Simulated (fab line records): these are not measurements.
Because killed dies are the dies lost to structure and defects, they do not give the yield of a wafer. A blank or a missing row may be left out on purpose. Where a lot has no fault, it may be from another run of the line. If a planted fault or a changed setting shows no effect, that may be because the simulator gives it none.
fab line records | flow gf180mcu
record lots=13 wafers=38 lastDay=34
route steps=602 shown HV_LDD@195 PSD@261 NSD@262 SAB@277
lots untouched by any fault: they come from a run of this same line in which no faults occurred
startH: hours from the record's opening day to when the first of the lot's shown wafers began | waitH: time in hours since the lot's previous step | " unchanged from the row above | L1.1+2: a row that stands for several wafers | - no value present, or no start provided | * or withheld: withheld | < > ~ a bound
route shown NAME@n: names a module that has steps shown in the file, with the first one's number in the route | usual: mean/standard deviation of fault-free wafers | same: alike in all rows | chamber/n: place in a boat | sites: the reading at each site | _std_site: their standard deviation | _edge_site: the outer-site mean with the inner-site mean subtracted | radiusMm: how far each site lies from the wafer's centre | mask NAME#n: copy n | behind: tool/chamber where the wafer was last shaped | hold: why the lot went on hold/how many hours it stayed there/how the hold came to an end | device: the transistor (n, p or np) that didn't switch | end of line: the same wafers' tests at the end of the route | a step without rows: its recipe alone | killed: at the first sort, the dies lost to defects and structure; wafer yield is something else | map: the dies of a wafer, with x for killed, . for not killed, _ for no die there
set.NAME: the setting that was run; set.NAME@STEP: the one run at that earlier step | model.NAME: the simulator's own value behind a step, which no gauge read
route steps across a sampled set of lots; one table per step, one row per wafer
services: a tool's chamber out of use, with start hour (startH, from the record's first day; less than 0 if before it), hours out, and reason
## steps
# step GF_HV_LDD_CD_MEAS_19
# recipe targetCdNm=400
# usual cdNm=400.6/2.5
# columns lot.wafer tool chamber startH waitH cdNm
L167.1 cdSem-02 - 235.01 0.1 403.7
L167.4 " - " " 402.6
L167.6 " - " " 402.4
L168.3 cdSem-01 - 242.20 0.1 393.8
L168.5 " - " " 396.9
L168.6 " - " " 398.6
L169.1 cdSem-02 - 248.76 0.1 402.7
L169.2 " - " " 402.0
L169.3 " - " " 400.5
L170.1 cdSem-02 - 252.66 0.1 402.1
L170.2 " - " " 402.0
L170.3 " - " " 400.6
L171.1 cdSem-02 - 264.71 0.1 402.4
L171.3 " - " " 401.3
L171.5 " - " " 401.7
L172.1 cdSem-01 - 274.66 0.1 403.3
L172.5 " - " " 400.9
L172.6 " - " " 401.5
L173.3 cdSem-02 - 276.65 0.1 398.8
L173.4 " - " " 400.5
L173.6 " - " " 400.4
L178.1 cdSem-02 - 318.21 0.1 401.5
L178.2 " - " " 399.4
L180.1 cdSem-02 - 331.86 0.1 400.5
L180.2 " - " " 399.9
L180.4 " - " " 401.7
L184.2 cdSem-02 - 359.53 0.1 403.6
L184.4 " - " " 404.1
L184.6 " - " " 405.6
L187.1 cdSem-02 - 389.86 0.1 402.9
L187.2 " - " " 404.4
L187.3 " - " " 405.2
L189.1 cdSem-02 - 399.88 0.1 399.2
L189.3 " - " " 401.5
L189.5 " - " " 400.4
L190.3 cdSem-01 - 409.65 0.1 399.7
L190.4 " - " " 401.3
L190.6 " - " " 399.8
# step GF_HV_LDD_OVL_MEAS_20
# usual HV_LDD_01_OVL=-0.1/1.3
# columns lot.wafer tool chamber startH waitH HV_LDD_01_OVL[nm]
L167.1 overlay-01 - 235.13 0.1 0.8
L167.4 " - " " -2.5
L167.6 " - " " -0.3
L168.3 overlay-01 - 242.29 0.1 -1.1
L168.5 " - " " -0.2
L168.6 " - " " -1.9
L169.1 overlay-02 - 248.88 0.1 -0.2
L169.2 " - " " 0.7
L169.3 " - " " 0.8
L170.1 overlay-01 - 252.78 0.1 -0.5
L170.2 " - " " -1.3
L170.3 " - " " 0.2
L171.1 overlay-01 - 264.83 0.1 -1.1
L171.3 " - " " -0.8
L171.5 " - " " -0.2
L172.1 overlay-01 - 274.78 0.1 0.4
L172.5 " - " " -0.2
L172.6 " - " " -1.6
L173.3 overlay-01 - 276.75 0.1 -1.2
L173.4 " - " " -1.6
L173.6 " - " " -2.2
L178.1 overlay-02 - 318.33 0.1 0.5
L178.2 " - " " -0.3
L180.1 overlay-02 - 331.98 0.1 2.9
L180.2 " - " " 1.5
L180.4 " - " " 2.4
L184.2 overlay-01 - 359.64 0.1 0.1
L184.4 " - " " -0.7
L184.6 " - " " -0.5
L187.1 overlay-02 - 389.98 0.1 -2.0
L187.2 " - " " -2.5
L187.3 " - " " -2.8
L189.1 overlay-02 - 400.00 0.1 0.3
L189.3 " - " " -1.4
L189.5 " - " " -0.8
L190.3 overlay-02 - 409.74 0.1 0.6
L190.4 " - " " -0.5
L190.6 " - " " 1.4
# step GF_PSD_RTA_13
# recipe tempC=1025 timeS=20 ambient=N2
# usual lampPowerPct=34.5/2.9 runLengthS=48.6/0.34 wafer_temp_C_max=1029.1/0.94
# columns lot.wafer tool chamber startH waitH lampPowerPct runLengthS wafer_temp_C_max
L167.1 rtpAnneal-02 0 318.09 0.0 32.0 48.5 1029.8
L167.4 " 0 " " 32.0 48.3 1029.1
L167.6 " 0 " " 32.0 48.5 1028.5
L168.3 rtpAnneal-01 0 327.16 0.0 38.0 48.9 1027.6
L168.5 " 0 " " 38.1 49.0 1028.0
L168.6 " 0 " " 38.0 48.7 1028.8
L169.1 rtpAnneal-02 0 335.43 0.0 32.1 48.6 1029.4
L169.2 " 0 " " 32.1 48.5 1029.1
L169.3 " 0 " " 32.1 48.8 1028.9
L170.1 rtpAnneal-02 0 342.93 0.0 32.1 48.3 1031.0
L170.2 " 0 " " 32.0 48.2 1027.8
L170.3 " 0 " " 32.1 48.3 1029.3
L171.1 rtpAnneal-01 0 352.24 0.0 38.1 48.7 1028.4
L171.3 " 0 " " 38.1 49.1 1028.8
L171.5 " 0 " " 38.0 48.9 1027.5
L172.1 rtpAnneal-02 0 362.28 0.0 32.1 48.4 1029.4
L172.5 " 0 " " 32.1 48.6 1030.1
L172.6 " 0 " " 32.0 48.1 1028.2
L173.3 rtpAnneal-02 0 364.81 0.0 32.0 48.3 1031.5
L173.4 " 0 " " 32.0 48.5 1029.6
L173.6 " 0 " " 32.1 48.2 1028.3
L178.1 rtpAnneal-01 0 410.77 0.0 38.0 49.0 1027.7
L178.2 " 0 " " 37.9 42.0 1029.4
L180.1 rtpAnneal-01 0 428.33 0.0 38.0 48.7 1029.0
L180.2 " 0 " " 37.9 42.2 1028.8
L180.4 " 0 " " 38.1 48.9 1028.5
L184.2 rtpAnneal-02 0 457.19 0.0 32.0 48.3 1029.6
L184.4 " 0 " " 32.0 48.2 1028.7
L184.6 " 0 " " 32.0 48.2 1029.4
L187.1 rtpAnneal-02 0 489.63 0.0 32.0 48.4 1029.3
L187.2 " 0 " " 32.1 48.2 1029.7
L187.3 " 0 " " 32.0 48.1 1031.6
L189.1 rtpAnneal-02 0 501.43 0.0 32.0 48.2 1029.1
L189.3 " 0 " " 32.1 48.3 1027.6
L189.5 " 0 " " 32.0 48.3 1028.6
L190.3 rtpAnneal-02 0 509.71 0.0 32.1 48.6 1028.2
L190.4 " 0 " " 32.1 48.2 1029.7
L190.6 " 0 " " 32.0 48.3 1029.2
# step GF_PSD_RS_MEAS_14
# recipe thkMeasGauge=four-point-probe
# usual NSD_RS=46.12/0.086
# columns lot.wafer tool chamber startH waitH NSD_RS[ohm/sq]
L167.1 filmMetro-03 - 318.17 0.1 46.19
L167.4 " - " " 46.04
L167.6 " - " " 46.12
L168.3 filmMetro-03 - 327.25 0.1 46.09
L168.5 " - " " 46.14
L168.6 " - " " 46.22
L169.1 filmMetro-04 - 335.51 0.1 46.12
L169.2 " - " " 45.99
L169.3 " - " " 46.07
L170.1 filmMetro-04 - 343.01 0.1 45.95
L170.2 " - " " 46.10
L170.3 " - " " 45.93
L171.1 filmMetro-03 - 352.32 0.1 46.29
L171.3 " - " " 46.14
L171.5 " - " " 46.16
L172.1 filmMetro-01 - 362.37 0.1 45.97
L172.5 " - " " 46.09
L172.6 " - " " 46.00
L173.3 filmMetro-01 - 364.91 0.1 46.29
L173.4 " - " " 46.29
L173.6 " - " " 46.14
L178.1 filmMetro-03 - 410.86 0.1 46.07
L178.2 " - " " 47.96
L180.1 filmMetro-01 - 428.42 0.1 46.06
L180.2 " - " " 47.81
L180.4 " - " " 46.06
L184.2 filmMetro-03 - 457.28 0.1 46.18
L184.4 " - " " 46.20
L184.6 " - " " 46.25
L187.1 filmMetro-04 - 489.71 0.1 46.07
L187.2 " - " " 46.02
L187.3 " - " " 46.04
L189.1 filmMetro-04 - 501.51 0.1 46.12
L189.3 " - " " 46.07
L189.5 " - " " 46.33
L190.3 filmMetro-03 - 509.81 0.1 46.06
L190.4 " - " " 46.06
L190.6 " - " " 46.08
# step GF_PSD_RS_MEAS_15
# recipe thkMeasGauge=four-point-probe
# usual PSD_RS=108.54/0.3
# columns lot.wafer tool chamber startH waitH PSD_RS[ohm/sq]
L167.1 filmMetro-03 - 318.29 0.1 108.59
L167.4 " - " " 108.56
L167.6 " - " " 108.62
L168.3 filmMetro-03 - 327.37 0.1 108.42
L168.5 " - " " 108.17
L168.6 " - " " 108.30
L169.1 filmMetro-04 - 335.63 0.1 108.50
L169.2 " - " " 108.13
L169.3 " - " " 108.27
L170.1 filmMetro-04 - 343.13 0.1 108.46
L170.2 " - " " 108.40
L170.3 " - " " 107.92
L171.1 filmMetro-03 - 352.44 0.1 109.29
L171.3 " - " " 109.25
L171.5 " - " " 109.01
L172.1 filmMetro-01 - 362.49 0.1 108.42
L172.5 " - " " 108.53
L172.6 " - " " 108.40
L173.3 filmMetro-01 - 365.03 0.1 108.81
L173.4 " - " " 108.76
L173.6 " - " " 108.73
L178.1 filmMetro-03 - 410.98 0.1 108.73
L178.2 " - " " 113.66
L180.1 filmMetro-01 - 428.54 0.1 108.24
L180.2 " - " " 113.64
L180.4 " - " " 108.61
L184.2 filmMetro-03 - 457.40 0.1 108.42
L184.4 " - " " 108.85
L184.6 " - " " 108.27
L187.1 filmMetro-04 - 489.83 0.1 108.30
L187.2 " - " " 108.11
L187.3 " - " " 108.41
L189.1 filmMetro-04 - 501.63 0.1 108.67
L189.3 " - " " 108.67
L189.5 " - " " 109.23
L190.3 filmMetro-03 - 509.93 0.1 108.38
L190.4 " - " " 108.57
L190.6 " - " " 108.32
# step GF_SAB_STRIP_13
# recipe chemistry=O2/N2 powerW=1400 pressureMtorr=1500 platenTempC=250 o2FlowSccm=3000 n2FlowSccm=300 overashFraction=0.5
# usual drypumpMotorCurrentA=5.77/0.29 heaterPowerW=336/19 o2FlowSccm=3000/9.8 oesProductAu=0.709/0.0049 stripTimeToEndpointS=12.63/0.041
# columns lot.wafer tool chamber startH waitH drypumpMotorCurrentA heaterPowerW o2FlowSccm oesProductAu rfHoursCounterH stripTimeToEndpointS
L167.1 plasmaAsher-03 0 338.70 0.0 5.71 331 2987 0.718 50 12.64
L167.4 " 1 " " 5.35 339 2987 0.715 - 12.65
L167.6 " 0 " " 5.75 332 3000 0.715 - 12.61
L168.3 plasmaAsher-02 1 348.44 0.0 5.69 351 3007 0.715 - 12.57
L168.5 " 1 " " 5.68 345 2999 0.713 - 12.60
L168.6 " 0 " " 6.38 320 3017 0.713 - 12.56
L169.1 plasmaAsher-01 1 356.82 0.0 5.69 373 2985 0.704 73 12.58
L169.2 " 0 " " 5.97 308 3001 0.701 73 12.58
L169.3 " 1 " " 5.64 363 2986 0.706 - 12.58
L170.1 plasmaAsher-02 1 364.97 0.0 5.68 349 2999 0.712 26 12.66
L170.2 " 0 " " 6.35 315 2974 0.706 26 12.67
L170.3 " 0 " " 6.36 310 3000 0.714 - 12.67
L171.1 plasmaAsher-01 1 375.15 0.0 5.65 371 3012 0.706 75 12.66
L171.3 " 0 " " 5.96 311 2981 0.705 - 12.63
L171.5 " 1 " " 5.63 370 3003 0.708 - 12.65
L172.1 plasmaAsher-02 1 384.52 0.0 5.68 358 2996 0.707 28 12.63
L172.5 " 1 " " 5.68 353 2993 0.700 - 12.61
L172.6 " 0 " " 6.37 315 2995 0.709 - 12.63
L173.3 plasmaAsher-03 1 387.47 0.0 5.37 338 3020 0.702 - 12.65
L173.4 " 0 " " 5.72 334 2989 0.709 - 12.64
L173.6 " 0 " " 5.75 342 3003 0.707 - 12.66
L178.1 plasmaAsher-03 1 435.32 0.0 5.36 341 3007 0.702 60 12.62
L178.2 " 0 " " 5.76 338 2991 0.710 60 12.61
L180.1 plasmaAsher-03 1 452.87 0.0 5.35 326 2985 0.704 62 12.61
L180.2 " 0 " " 5.73 337 2997 0.702 62 12.68
L180.4 " 1 " " 5.35 344 3000 0.716 - 12.69
L184.2 plasmaAsher-02 1 481.82 0.0 5.69 348 2994 0.713 37 12.67
L184.4 " 1 " " 5.72 349 2993 0.707 - 12.70
L184.6 " 0 " " 6.35 310 3000 0.702 - 12.66
L187.1 plasmaAsher-02 0 513.33 0.0 6.33 317 3015 0.707 40 12.65
L187.2 " 1 " " 5.68 355 3007 0.719 40 12.65
L187.3 " 1 " " 5.67 350 3006 0.711 - 12.63
L189.1 plasmaAsher-03 0 524.97 0.0 5.74 329 3011 0.712 69 12.65
L189.3 " 0 " " 5.74 332 3016 0.706 - 12.64
L189.5 " 0 " " 5.74 330 3009 0.705 - 12.65
L190.3 plasmaAsher-01 1 533.71 0.0 5.66 359 2991 0.705 - 12.57
L190.4 " 0 " " 5.96 312 3000 0.711 - 12.62
L190.6 " 1 " " 5.67 350 3013 0.713 - 12.65
## services
# columns tool chamber startH hours kind
plasmaAsher-03 - 309.56 0.5 repair
rtpAnneal-02 - 407.21 4.0 pm
plasmaAsher-02 - 409.71 8.7 repair
plasmaAsher-02 - 463.96 2.3 repair
plasmaAsher-02 - 521.08 2.7 repair
## key
firstSign step=GF_PSD_RTA_13 reading=runLengthS direction=down sigmas=19 usual=* struck=*
effect step=GF_PSD_RS_MEAS_14 reading=NSD_RS direction=up sigmas=20 usual=46.12 struck=47.88
effect step=GF_PSD_RS_MEAS_15 reading=PSD_RS direction=up sigmas=17 usual=108.54 struck=113.65
metAt GF_PSD_RTA_13
struckLots L178,L180
struckWafers L178.2,L180.2
testerLeftOut L178,L180
notActingAt GF_HV_LDD_CD_MEAS_19,GF_HV_LDD_OVL_MEAS_20,GF_SAB_STRIP_13
onsetBetween 352.24 410.77
fault kind=processParameterDrift tool=rtpAnneal-01 chamber=- onsetH=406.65 steps=GF_PSD_RTA_13 channel=timeS offset=* shape=step endH=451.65 scope=struckWafersOnly actsIn=* stated=*
# testerLeftOut: of these lots the tester's yield and bins aren't shown, on N5 and GAA mostly nor the transistor test; their killed dies are dies lost to structure and defects alone, not to doping, threshold or leakage, so they don't give the yield
